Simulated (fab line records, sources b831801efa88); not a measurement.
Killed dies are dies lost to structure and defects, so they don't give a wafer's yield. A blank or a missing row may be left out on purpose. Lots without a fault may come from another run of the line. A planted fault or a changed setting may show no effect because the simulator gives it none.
A struck lot beside a sound one | flow gf180mcu | 37 steps out of a route of 602
Sound: wafers L375.1, L375.2, L375.3. Struck: wafer L387.5. (L387.3, L387.6 of the same lot were not struck and are left out.) The cause comes at the end.
At each step with rows: each side's tool, then ch and its chambers, then its first start. Under that, the readings that differ: sound wafers | struck wafers | difference of the means | sigmas: that difference in standard deviations of wafers without a fault.
alike: readings whose means differ by less than 2 such deviations, and words and numbers that are the same on both sides. not compared: withheld readings, readings that some wafer has no value for, bounds like >300 that may hide the same value, and numbers for which the record gives no deviation and whose values overlap.
The two part at a step that has a row with sigmas, a row that says differs or no value, or rows on one side only. Numbers that don't overlap but have no deviation are shown without sigmas and don't part them. A reading that every wafer of one side lacks parts them only if that side has two wafers or more.

first, 1 step without rows for these wafers: GF_M5_DEVELOP_06 (develop time 60 s).
GF_M5_CD_MEAS_07: target cd 280 nm.
  sound on cd_sem-02, day 26 03:14; struck on cd_sem-02, day 30 12:47
  alike: cd_nm
GF_M5_OVL_MEAS_08:
  sound on overlay-02, day 26 03:22; struck on overlay-01, day 30 12:53
  alike: M5_OVL
then, 6 steps without rows for these wafers: GF_M5_ETCH_09 (etches Si3N4 in CF4/O2, target depth 52 nm, time 11.6 s); GF_M5_METAL_ETCH_10 (etches the open film in Cl2/BCl3, stops on SiO2, target depth 750.8 nm, time 125.1 s); GF_M5_STRIP_11 (strips in O2/N2); GF_M5_STRIP_12 (strips in post etch residue remover, time 1200 s); GF_M5_CLEAN_13 (cleans in DIW); GF_V5_CVD_00 (deposits SiO2, target thk 300 nm, time 50 s).
GF_V5_THK_MEAS_01:
  sound on film_metro-02, day 26 04:28; struck on film_metro-01, day 30 14:00
  alike: V5_CVD_00_THK
GF_V5_CVD_02: deposits SiO2 from TEOS, target thk 1450 nm, time 163.28 s.
  sound on pecvd-01 ch 0,1,2, day 26 04:31; struck on pecvd-04 ch 2, day 30 14:02
  alike: heater_power_w
GF_V5_THK_MEAS_03:
  sound on film_metro-01, day 26 04:38; struck on film_metro-02, day 30 14:10
  alike: V5_CVD_02_THK
GF_V5_CMP_04: polishes SiO2.
  sound on cmp-02 ch 1,2,3, day 26 04:50; struck on cmp-02 ch 0, day 30 14:18
  reading                             | sound           | struck | difference | sigmas
  model.SiO2_of_V5_CVD_02.thk_nm (nm) | 855 855.3 853.4 | 769.8  | -84.8      |
  alike: head_pressure_psi, motor_current_A
GF_V5_BOW_MEAS_05:
  sound on film_metro-03, day 26 05:05; struck on film_metro-01, day 30 14:32
  reading     | sound       | struck | difference | sigmas
  V5_BOW (um) | 157 159 158 | 138    | -20        | -2
then, 8 steps without rows for these wafers: GF_V5_DEHYDRATE_06 (time 60 s); GF_V5_HMDS_07 (prime time 60 s); GF_V5_COAT_08; GF_V5_COAT_09 (resist thk 1000 nm); GF_V5_SOFTBAKE_10 (time 60 s); GF_V5_EXPOSE_11 (exposes mask Via5, target cd 260 nm); GF_V5_PEB_12 (peb time 90 s); GF_V5_DEVELOP_13 (develop time 60 s).
GF_V5_CD_MEAS_14: target cd 260 nm.
  sound on cd_sem-01, day 27 02:06; struck on cd_sem-01, day 31 07:49
  alike: cd_nm
GF_V5_OVL_MEAS_15:
  sound on overlay-01, day 27 02:13; struck on overlay-02, day 31 07:54
  alike: V5_OVL
then, 1 step without rows for these wafers: GF_V5_ETCH_16 (etches BARC in N2/H2).
GF_V5_ETCH_17: etches SiO2 in C4F8/O2/Ar, stops on TiN, target depth 855 nm.
  sound on rie_diel-04 ch 1,2,3; struck on rie_diel-04 ch 0
  reading                        | sound             | struck | difference | sigmas
  oes_product_au (a.u.)          | 0.859 0.863 0.863 | 0.818  | -0.044     | -9
  model.V5.feature_depth_nm (nm) | 855 855.3 853.4   | 769.8  | -84.8      |
  model.etch.depth_nm (nm)       | 855 855.3 853.4   | 769.8  | -84.8      |
then, 3 steps without rows for these wafers: GF_V5_STRIP_18 (strips in O2/N2); GF_V5_STRIP_19 (strips in post etch residue remover, time 1200 s); GF_V5_CLEAN_20 (cleans in DIW).
GF_V5_SPUTTER_21: material Ti, target thk 15 nm, time 80.02 s.
  sound on pvd_sputter-02, day 27 02:56; struck on pvd_sputter-03, day 31 08:37
  alike: cathode_dc_power_W, throttle_valve_pct
GF_V5_SPUTTER_22: material TiN, target thk 10 nm, time 40 s.
  sound on pvd_sputter-02, day 27 03:00; struck on pvd_sputter-03, day 31 08:40
  alike: cathode_dc_power_W, throttle_valve_pct
GF_V5_CVD_23: deposits W, target thk 350 nm, time 104.9 s.
  sound on cvd_w-02 ch 0,1, day 27 03:02; struck on cvd_w-01 ch 1, day 31 08:45
  alike: heater_power_w
GF_V5_RS_MEAS_24: measures by four-point-probe.
  sound on film_metro-03, day 27 03:09; struck on film_metro-03, day 31 08:52
  alike: V5_W_RS
GF_V5_THK_MEAS_25: measures by xrf.
  sound on film_metro-03, day 27 03:16; struck on film_metro-03, day 31 08:58
  alike: V5_W_THK
GF_V5_CMP_26: polishes, stops on SiO2, t overpolish 15 s, target thk 0 nm.
  sound on cmp-02 ch 1,2,3, day 27 03:20; struck on cmp-02 ch 2, day 31 09:00
  reading                             | sound             | struck | difference | sigmas
  model.SiO2_of_V5_CVD_02.thk_nm (nm) | 851.2 851.6 849.6 | 766    | -85        |
  alike: head_pressure_psi, motor_current_A
GF_TOP_METAL_SPUTTER_00: material Ti, target thk 37.5 nm, time 150 s.
  sound on pvd_sputter-04, day 27 03:38; struck on pvd_sputter-01, day 31 09:18
  alike: cathode_dc_power_W, throttle_valve_pct
then, 1 step without rows for these wafers: GF_PASSIVATION_PROBE_99.

WHERE THEY PART
First at GF_V5_BOW_MEAS_05; last, within this record, at GF_V5_ETCH_17. Later steps at which nothing parts them and some readings are alike: GF_V5_SPUTTER_21, GF_V5_SPUTTER_22, GF_V5_CVD_23, GF_V5_RS_MEAS_24, GF_V5_THK_MEAS_25, GF_V5_CMP_26, GF_TOP_METAL_SPUTTER_00.

WHY: what the simulator had put in
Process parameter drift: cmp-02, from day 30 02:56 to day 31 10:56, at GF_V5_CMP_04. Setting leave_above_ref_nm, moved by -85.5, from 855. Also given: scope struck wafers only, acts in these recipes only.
